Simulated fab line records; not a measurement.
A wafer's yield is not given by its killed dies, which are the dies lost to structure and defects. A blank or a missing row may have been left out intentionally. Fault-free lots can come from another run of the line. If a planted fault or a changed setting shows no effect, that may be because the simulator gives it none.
What tool caused it? -- flow gf180mcu -- 24 lots with 72 wafers sampled at 5 steps, on a route of 602 steps

== WHAT THE GAUGES SHOWED, per wafer ==
GF_V1_BOW_MEAS_05. Usual: for V1_BOW the level is 84 um and the standard deviation is 7.6.
lot,measured,on,V1_BOW (um),flag
L074,day 17 05:08,filmMetro-01,86 81 77,
L075,day 17 17:05,filmMetro-02,82 77 82,
L076,day 18 05:40,filmMetro-04,101 71 87,
L077,day 18 15:01,filmMetro-01,78 81 76,
L078,day 18 22:41,filmMetro-02,85 93 92,
L079,day 19 12:59,filmMetro-01,99 88 92,
L080,day 20 10:34,filmMetro-02,78 68 79,
L081,day 20 12:13,filmMetro-04,90 80 96,
L082,day 20 12:34,filmMetro-01,73 76 79,
L083,day 21 05:19,filmMetro-01,86 82 86,
L084,day 21 14:53,filmMetro-04,89 87 95,
L085,day 21 17:16,filmMetro-02,91 86 99,
L086,day 21 22:09,filmMetro-01,93 92 91,
L087,day 22 05:37,filmMetro-04,85 84 75,
L088,day 22 16:59,filmMetro-04,91 88 76,
L089,day 23 02:14,filmMetro-02,89 83 84,
L090,day 23 08:23,filmMetro-01,84 90 94,
L091,day 23 15:19,filmMetro-01,87 83 79,
L092,day 23 23:44,filmMetro-04,91 76 91,
L093,day 24 03:57,filmMetro-04,82 79 71,
L094,day 24 14:47,filmMetro-04,83 68 82,
L095,day 24 22:34,filmMetro-04,95 87 89,
L096,day 25 05:54,filmMetro-04,83 75 86,
L097,day 25 10:10,filmMetro-02,91 84 78,

GF_V5_BOW_MEAS_05. Usual: for V5_BOW the level is 137 um and the standard deviation is 8.6.
lot,measured,on,V5_BOW (um),flag
L074,day 26 11:20,filmMetro-02,139 132 128,
L075,day 26 20:38,filmMetro-04,139 132 139,
L076,day 27 08:02,filmMetro-02,155 125 143,
L077,day 27 17:28,filmMetro-02,138 141 134,
L078,day 27 21:58,filmMetro-02,136 146 144,
L079,day 28 10:10,filmMetro-01,146 134 137,
L080,day 29 03:25,filmMetro-02,128 119 129,
L081,day 29 05:29,filmMetro-04,146 136 153,
L082,day 29 06:07,filmMetro-04,124 130 134,
L083,day 29 19:23,filmMetro-02,133 127 132,
L084,day 30 00:49,filmMetro-01,143 138 147,
L085,day 30 04:52,filmMetro-04,139 135 148,
L086,day 30 08:26,filmMetro-01,149 147 147,
L087,day 30 12:39,filmMetro-02,149 149 142,
L088,day 30 22:47,filmMetro-02,144 140 130,
L089,day 31 06:46,filmMetro-02,142 136 138,
L090,day 31 12:31,filmMetro-02,138 144 144,
L091,day 31 16:25,filmMetro-02,142 136 130,
L092,day 31 23:59,filmMetro-04,137 123 138,
L093,day 32 04:07,filmMetro-01,131 126 122,
L094,day 32 09:44,filmMetro-04,139 123 137,
L095,day 32 17:36,filmMetro-02,153 144 147,
L096,day 32 22:50,filmMetro-01,144 133 145,
L097,day 33 01:37,filmMetro-01,148 137 131,

GF_V5_RS_MEAS_24: measures by four-point-probe. Usual: for V5_W_RS the level is 0.327 ohm/sq and the standard deviation is 0.0047.
lot,measured,on,V5_W_RS (ohm/sq),flag
L074,day 27 08:38,filmMetro-01,0.329 0.327 0.328,
L075,day 27 18:12,filmMetro-02,0.328 0.329 0.326,
L076,day 28 05:26,filmMetro-02,0.330 0.329 0.331,
L077,day 28 14:38,filmMetro-02,0.331 0.328 0.333,
L078,day 28 18:58,filmMetro-02,0.316 0.321 0.330,
L079,day 29 05:56,filmMetro-01,0.328 0.329 0.318,
L080,day 29 22:34,filmMetro-04,0.331 0.324 0.331,
L081,day 30 01:43,filmMetro-04,0.330 0.324 0.321,
L082,day 30 02:05,filmMetro-01,0.325 0.333 0.337,
L083,day 30 15:24,filmMetro-01,0.326 0.322 0.329,
L084,day 30 20:53,filmMetro-01,0.327 0.327 0.330,
L085,day 30 23:34,filmMetro-02,0.336 0.328 0.335,
L086,day 31 03:15,filmMetro-02,0.332 0.323 0.331,
L087,day 31 07:14,filmMetro-02,0.333 0.325 0.333,
L088,day 31 17:30,filmMetro-04,0.321 0.325 0.323,
L089,day 32 01:49,filmMetro-02,0.327 0.329 0.329,
L090,day 32 07:17,filmMetro-02,0.327 0.322 0.322,
L091,day 32 10:18,filmMetro-04,0.329 0.317 0.327,
L092,day 32 18:28,filmMetro-04,0.325 0.323 0.330,
L093,day 32 22:22,filmMetro-01,0.327 0.315 0.330,
L094,day 33 02:41,filmMetro-04,0.327 0.331 0.316,
L095,day 33 10:41,filmMetro-01,0.331 0.323 0.320,
L096,day 33 15:56,filmMetro-02,0.329 0.325 0.329,
L097,day 33 18:23,filmMetro-02,0.328 0.323 0.329,

GF_PASSIVATION_THK_MEAS_03. Usual: for PASSIVATION_CVD_02_THK the level is 700 nm and the standard deviation is 11.
lot,measured,on,PASSIVATION_CVD_02_THK (nm),flag
L074,day 28 06:35,filmMetro-04,690 711 716,
L075,day 28 15:40,filmMetro-04,690 694 702,
L076,day 29 02:28,filmMetro-01,692 695 703,
L077,day 29 11:54,filmMetro-04,711 698 706,
L078,day 29 16:25,filmMetro-03,701 718 705,
L079,day 30 03:03,filmMetro-03,696 673 688,
L080,day 30 18:33,filmMetro-03,694 712 704,
L081,day 30 21:59,filmMetro-01,688 678 698,
L082,day 30 22:30,filmMetro-03,691 701 690,
L083,day 31 11:27,filmMetro-04,683 709 712,
L084,day 31 16:49,filmMetro-03,684 694 709,
L085,day 31 19:51,filmMetro-01,716 714 715,
L086,day 31 23:34,filmMetro-03,691 696 693,
L087,day 32 02:53,filmMetro-01,692 707 702,
L088,day 32 12:23,filmMetro-01,690 708 705,
L089,day 32 21:55,filmMetro-01,677 704 694,
L090,day 33 01:44,filmMetro-03,700 726 709,
L091,day 33 05:32,filmMetro-03,692 698 698,
L092,day 33 12:59,filmMetro-01,698 702 708,
L093,day 33 16:11,filmMetro-03,707 716 697,
L094,day 33 20:18,filmMetro-01,695 706 702,
L095,day 34 03:58,filmMetro-04,684 693 690,
L096,day 34 09:00,filmMetro-04,688 691 690,
L097,day 34 11:55,filmMetro-01,689 716 726,

== WHAT TOOL EACH LOT RAN ON (gives the tool, then ch and the chambers of the sampled wafers, and finally the start) ==
lot,GF_V5_STRIP_18
L074,"plasmaAsher-04 ch 0,1, day 27 07:52"
L075,"plasmaAsher-01 ch 0,1, day 27 17:26"
L076,"plasmaAsher-04 ch 0,1, day 28 04:41"
L077,"plasmaAsher-04 ch 0,1, day 28 13:29"
L078,"plasmaAsher-04 ch 0,1, day 28 17:47"
L079,"plasmaAsher-03 ch 0,1, day 29 05:11"
L080,"plasmaAsher-01 ch 0,1, day 29 21:47"
L081,"plasmaAsher-03 ch 0,1, day 30 00:56"
L082,"plasmaAsher-04 ch 0,1, day 30 01:19"
L083,"plasmaAsher-03 ch 0,1, day 30 14:38"
L084,"plasmaAsher-01 ch 0, day 30 20:05"
L085,"plasmaAsher-04 ch 0,1, day 30 22:47"
L086,"plasmaAsher-04 ch 0,1, day 31 02:29"
L087,"plasmaAsher-01 ch 0,1, day 31 06:28"
L088,"plasmaAsher-04 ch 0, day 31 16:45"
L089,"plasmaAsher-01 ch 0,1, day 32 01:03"
L090,"plasmaAsher-01 ch 0,1, day 32 06:32"
L091,"plasmaAsher-01 ch 0,1, day 32 09:32"
L092,"plasmaAsher-04 ch 0,1, day 32 17:42"
L093,"plasmaAsher-01 ch 0,1, day 32 21:36"
L094,"plasmaAsher-01 ch 0, day 33 01:53"
L095,"plasmaAsher-03 ch 0,1, day 33 09:53"
L096,"plasmaAsher-03 ch 0,1, day 33 15:08"
L097,"plasmaAsher-01 ch 0, day 33 17:35"
- GF_V5_STRIP_18: strips in O2/N2.

== WHAT THE TOOLS THEMSELVES READ (means of the sampled wafers that have a number; where no wafer has one, the mark that the record gives instead) ==
GF_V5_STRIP_18. Usual: drypumpMotorCurrentA 5.7 A, standard deviation 0.3; heaterPowerW 328 W, standard deviation 39; o2FlowSccm 2999 sccm, standard deviation 9.7; oesProductAu 0.570 a.u., standard deviation 0.0055.
lot,tool,drypumpMotorCurrentA (A),heaterPowerW (W),o2FlowSccm (sccm),oesProductAu (a.u.),flag
L074,plasmaAsher-04,5.6,310,3011,0.571,
L075,plasmaAsher-01,5.9,347,3000,0.574,
L076,plasmaAsher-04,5.6,311,3000,0.573,
L077,plasmaAsher-04,5.7,311,2996,0.569,
L078,plasmaAsher-04,5.6,319,3002,0.572,
L079,plasmaAsher-03,5.8,356,2987,0.570,
L080,plasmaAsher-01,5.6,310,2996,0.566,
L081,plasmaAsher-03,5.9,341,3005,0.569,
L082,plasmaAsher-04,5.6,309,2997,0.566,
L083,plasmaAsher-03,5.9,340,2996,0.573,
L084,plasmaAsher-01,6.2,377,2984,0.572,
L085,plasmaAsher-04,5.6,319,3008,0.570,
L086,plasmaAsher-04,5.7,316,3001,0.570,
L087,plasmaAsher-01,5.6,310,2994,0.570,
L088,plasmaAsher-04,5.6,333,3004,0.569,
L089,plasmaAsher-01,5.6,312,3007,0.570,
L090,plasmaAsher-01,5.6,315,2993,0.569,
L091,plasmaAsher-01,5.6,314,3008,0.567,
L092,plasmaAsher-04,5.6,312,2996,0.569,
L093,plasmaAsher-01,5.6,316,2987,0.576,
L094,plasmaAsher-01,6.2,380,3016,0.569,
L095,plasmaAsher-03,5.8,359,2998,0.564,
L096,plasmaAsher-03,5.8,358,3006,0.577,
L097,plasmaAsher-01,6.2,380,2995,0.571,

== THE ANSWER, worked out from the rows above alone ==
Rule: lot off if the mean of its wafers having a number is beyond 3 standard deviations from the usual mean. Also off: a lot with no number at a reading for which 4 or more lots have one. All remaining lots with rows at the step are treated as sound. First the gauges in route order, then the tools' own readings, where a lot's mean is used as printed above. The first step at which some lot is off is used, and at that step the reading that is off furthest; a lot without a number counts as furthest.
Nothing can be told from this: no lot is off at any reading shown.

== WHAT THE SIMULATOR HAD INSERTED ==
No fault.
